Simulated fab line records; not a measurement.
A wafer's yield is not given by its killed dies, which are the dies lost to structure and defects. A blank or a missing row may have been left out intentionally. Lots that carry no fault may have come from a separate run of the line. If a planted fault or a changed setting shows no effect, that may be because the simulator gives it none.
Matching of chambers || flow sky130 || SKY_VIA4_CMP_21 on cmp-02: 4 sister chambers
The step polishes, stops on SiO2, t overpolish 25 s, target thk 0 nm. 8 wafers are shown with their chamber, then 8 later ones without.

## EACH WAFER AND ITS CHAMBER
{"wafer": "L408.3", "chamber": 2, "motor_current_A (A)": 10.7, "time_to_endpoint_s (s)": 119}
{"wafer": "L410.4", "chamber": 1, "motor_current_A (A)": 13.7, "time_to_endpoint_s (s)": 126}
{"wafer": "L409.4", "chamber": 2, "motor_current_A (A)": 11.1, "time_to_endpoint_s (s)": 114}
{"wafer": "L411.4", "chamber": 1, "motor_current_A (A)": 12.0, "time_to_endpoint_s (s)": 126}
{"wafer": "L416.3", "chamber": 3, "motor_current_A (A)": 13.0, "time_to_endpoint_s (s)": 128}
{"wafer": "L416.4", "chamber": 0, "motor_current_A (A)": 11.1, "time_to_endpoint_s (s)": 122}
{"wafer": "L416.6", "chamber": 3, "motor_current_A (A)": 13.1, "time_to_endpoint_s (s)": 127}
{"wafer": "L424.2", "chamber": 0, "motor_current_A (A)": 10.4, "time_to_endpoint_s (s)": 117}

## WAFERS WITHOUT THEIR CHAMBER
{"wafer": "L424.5", "motor_current_A (A)": 13.4, "time_to_endpoint_s (s)": 123}
{"wafer": "L424.6", "motor_current_A (A)": 10.7, "time_to_endpoint_s (s)": 120}
{"wafer": "L426.1", "motor_current_A (A)": 13.8, "time_to_endpoint_s (s)": 124}
{"wafer": "L426.3", "motor_current_A (A)": 10.8, "time_to_endpoint_s (s)": 119}
{"wafer": "L426.6", "motor_current_A (A)": 13.5, "time_to_endpoint_s (s)": 120}
{"wafer": "L425.2", "motor_current_A (A)": 13.5, "time_to_endpoint_s (s)": 120}
{"wafer": "L425.3", "motor_current_A (A)": 13.4, "time_to_endpoint_s (s)": 123}
{"wafer": "L425.4", "motor_current_A (A)": 10.9, "time_to_endpoint_s (s)": 114}

## CHAMBER TAKEN BY EACH
{"wafer": "L424.5", "from the rows above": "can't be placed: 1 or 3", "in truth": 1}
{"wafer": "L424.6", "from the rows above": "can't be placed: 0 or 2", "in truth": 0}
{"wafer": "L426.1", "from the rows above": "can't be placed: 1 or 3", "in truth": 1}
{"wafer": "L426.3", "from the rows above": "can't be placed: 0 or 2", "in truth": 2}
{"wafer": "L426.6", "from the rows above": "can't be placed: 1 or 3 or 0 or 2", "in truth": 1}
{"wafer": "L425.2", "from the rows above": "can't be placed: 1 or 3 or 0 or 2", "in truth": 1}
{"wafer": "L425.3", "from the rows above": "can't be placed: 1 or 3", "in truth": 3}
{"wafer": "L425.4", "from the rows above": "can't be placed: 2 or 0", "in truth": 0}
Correct placement for 0 of the 8. From these rows, 8 cannot be placed; in 8 the true chamber is one of the candidates. Placed wrongly: 0.
How it was worked out, from the rows above alone: a wafer's distance from a chamber is the root of the sum, over the readings, of the square of ((its reading less the chamber's mean) divided by the reading's scatter). The wafer belongs to the nearest chamber; if the next one is less than 2 further off, it can't be placed. A chamber's mean is the mean of its shown wafers. The scatter is the square root of a quotient: the sum, over the shown wafers, of each reading's squared deviation from its chamber's mean, divided by wafers minus chambers.
